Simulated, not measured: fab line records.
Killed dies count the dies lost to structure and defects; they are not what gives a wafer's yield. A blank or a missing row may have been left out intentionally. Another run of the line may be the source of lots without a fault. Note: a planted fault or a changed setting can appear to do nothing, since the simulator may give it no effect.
The tool behind it: which one?    flow gf180mcu    33 wafers from 11 lots sampled at 5 of the route's 602 steps

== WHAT EACH GAUGE READ, for each wafer ==
GF_HV_LDD_OVL_MEAS_32. Usual: HV_LDD_02_OVL gives 0.2 nm (standard deviation 1.7).
lot   measured      on          HV_LDD_02_OVL (nm)    flag
L817  day 12 00:10  overlay-02  1.3 -0.8 1.3          
L818  day 12 02:35  overlay-01  -1.4 -1.2 -1.8        
L819  day 12 14:31  overlay-02  -2.7 0.0 -2.1         
L820  day 12 19:39  overlay-02  2.6 4.1 4.5           
L821  day 12 23:46  overlay-01  1.0 -0.1 -0.5         
L829  day 15 14:49  overlay-02  -122.9 -123.5 -122.1  OFF
L831  day 16 06:36  overlay-02  -124.7 -124.8 -123.0  OFF
L833  day 16 14:13  overlay-02  -0.7 0.6 -2.0         
L834  day 17 01:21  overlay-02  0.5 0.2 -0.3          
L836  day 17 22:54  overlay-01  -0.2 -1.4 -2.2        
L838  day 18 11:39  overlay-02  -2.2 -2.4 -1.2        

GF_HV_LDD_CD_MEAS_46 targets a cd of 400 nm. Usual: cd_nm reads 400.3 nm (standard deviation 2.4).
lot   measured      on         cd_nm (nm)         flag
L817  day 12 20:37  cd_sem-02  394.4 397.6 398.4  
L818  day 12 22:59  cd_sem-02  398.3 399.0 399.0  
L819  day 13 10:53  cd_sem-02  400.1 399.5 398.7  
L820  day 13 16:29  cd_sem-02  401.8 400.4 399.4  
L821  day 13 20:31  cd_sem-01  397.3 399.1 396.2  
L829  day 16 13:20  cd_sem-01  399.4 397.4 398.0  
L831  day 17 06:01  cd_sem-01  402.2 400.3 400.1  
L833  day 17 13:31  cd_sem-01  402.3 403.6 406.5  
L834  day 18 01:10  cd_sem-01  398.0 398.6 401.2  
L836  day 18 23:11  cd_sem-01  403.6 405.4 402.3  
L838  day 19 12:31  cd_sem-01  401.6 399.9 399.1  

GF_CONTACT_BOW_MEAS_05. Usual: CONTACT_BOW gives 65 um (standard deviation 6.4).
lot   measured      on             CONTACT_BOW (um)  flag
L817  day 15 18:04  film_metro-02  64 59 66          
L818  day 15 18:52  film_metro-04  69 70 73          
L819  day 16 06:28  film_metro-04  67 68 78          
L820  day 16 13:31  film_metro-04  56 61 67          
L821  day 16 18:58  film_metro-02  59 59 62          
L829  day 19 18:10  film_metro-04  56 64 55          
L831  day 20 11:16  film_metro-02  73 66 70          
L833  day 20 21:02  film_metro-02  67 67 71          
L834  day 21 08:48  film_metro-04  69 60 66          
L836  day 22 06:35  film_metro-01  75 74 67          
L838  day 22 17:44  film_metro-04  72 64 70          

== WHAT TOOL EACH LOT RAN ON (gives the tool, then ch and the chambers of the sampled wafers, and finally the start) ==
lot   GF_HV_LDD_EXPOSE_28                  GF_HV_LDD_STRIP_49
L817  iline_stepper-02 ch 0, day 11 15:07  plasma_asher-04 ch 0,1, day 12 20:57
L818  iline_stepper-02 ch 0, day 11 17:23  plasma_asher-04 ch 0,1, day 12 23:18
L819  iline_stepper-02 ch 0, day 12 04:24  plasma_asher-03 ch 0,1, day 13 11:13
L820  iline_stepper-01 ch 0, day 12 09:20  plasma_asher-01 ch 0,1, day 13 16:47
L821  iline_stepper-02 ch 0, day 12 14:21  plasma_asher-04 ch 0,1, day 13 20:50
L829  iline_stepper-01 ch 0, day 15 04:09  plasma_asher-03 ch 0,1, day 16 13:38
L831  iline_stepper-01 ch 0, day 15 19:37  plasma_asher-04 ch 0,1, day 17 06:19
L833  iline_stepper-02 ch 0, day 16 03:30  plasma_asher-01 ch 0,1, day 17 13:50
L834  iline_stepper-02 ch 0, day 16 13:40  plasma_asher-03 ch 0,1, day 18 01:29
L836  iline_stepper-02 ch 0, day 17 11:35  plasma_asher-04 ch 0,1, day 18 23:29
L838  iline_stepper-02 ch 0, day 17 23:42  plasma_asher-01 ch 0,1, day 19 12:50
- GF_HV_LDD_EXPOSE_28: exposes mask Nplus HV AREA, target cd 400 nm.
- GF_HV_LDD_STRIP_49: strips in O2/N2.

== AS READ BY THE TOOLS THEMSELVES (means over the sampled wafers that have a number; for cases with no such wafer, the mark the record gives instead) ==
GF_HV_LDD_EXPOSE_28. Usual: focus_offset_nm reads 0.0 nm (standard deviation 0.58).
lot   tool              focus_offset_nm (nm)  flag
L817  iline_stepper-02  -0.4                  
L818  iline_stepper-02  -0.3                  
L819  iline_stepper-02  0.2                   
L820  iline_stepper-01  0.9                   
L821  iline_stepper-02  -0.2                  
L829  iline_stepper-01  -0.8                  
L831  iline_stepper-01  -0.5                  
L833  iline_stepper-02  0.2                   
L834  iline_stepper-02  -0.1                  
L836  iline_stepper-02  -0.2                  
L838  iline_stepper-02  -0.3                  

GF_HV_LDD_STRIP_49. Usual: drypump_motor_current_A 5.8 A, standard deviation 0.49; heater_power_w 341 W, standard deviation 22; n2_flow_sccm 300.1 sccm, standard deviation 0.85; oes_product_au 0.716 a.u., standard deviation 0.0048; strip_time_to_endpoint_s 12.64 s, standard deviation 0.045.
lot   tool             drypump_motor_current_A (A)  heater_power_w (W)  n2_flow_sccm (sccm)  oes_product_au (a.u.)  strip_time_to_endpoint_s (s)  flag
L817  plasma_asher-04  5.8                          335                 299.9                0.718                  12.66                         
L818  plasma_asher-04  6.1                          341                 300.4                0.724                  12.61                         
L819  plasma_asher-03  6.0                          318                 299.5                0.717                  12.68                         
L820  plasma_asher-01  5.4                          371                 299.8                0.718                  12.61                         
L821  plasma_asher-04  6.1                          340                 299.7                0.714                  12.78                         OFF
L829  plasma_asher-03  5.7                          320                 300.4                0.712                  12.62                         
L831  plasma_asher-04  6.1                          339                 301.0                0.721                  12.65                         
L833  plasma_asher-01  5.4                          370                 300.4                0.716                  12.65                         
L834  plasma_asher-03  6.0                          318                 300.6                0.712                  12.61                         
L836  plasma_asher-04  6.1                          331                 299.7                0.713                  12.61                         
L838  plasma_asher-01  5.4                          366                 301.1                0.715                  12.58                         

== THE ANSWER, worked out from the rows above alone ==
Rule: a lot is off if the mean of its wafers that have a number lies more than 3 standard deviations from the usual mean. Also off: a lot with no number at a reading for which 4 or more lots have one. Where the step has rows for the other lots, those lots are counted as sound. The gauges are gone through in route order, then the tools' own readings, and for those a lot's mean is taken as printed above. At the first step where some lot is off, the reading lying furthest off is the one used; lots without a number count as furthest.
Off: at GF_HV_LDD_OVL_MEAS_32 (HV_LDD_02_OVL), L829, L831.
A tool fits if, at a process step before that reading, it ran every lot that is off, and no sound lot after the first of them. Those tools and the gauges at GF_HV_LDD_OVL_MEAS_32 are tried in the same way. One fits: GF_HV_LDD_EXPOSE_28 on iline_stepper-01. Its last sound lot is L820 (day 12 09:20), its first lot that is off L829 (day 15 04:09): a fault that began between those two fits.

== WHAT THE SIMULATOR PUT IN ==
Scanner matching overlay: iline_stepper-01, from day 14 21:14 on, at GF_HV_LDD_EXPOSE_28. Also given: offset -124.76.
Lots struck among those shown: L829, L831. The rule given above showed the same thing.
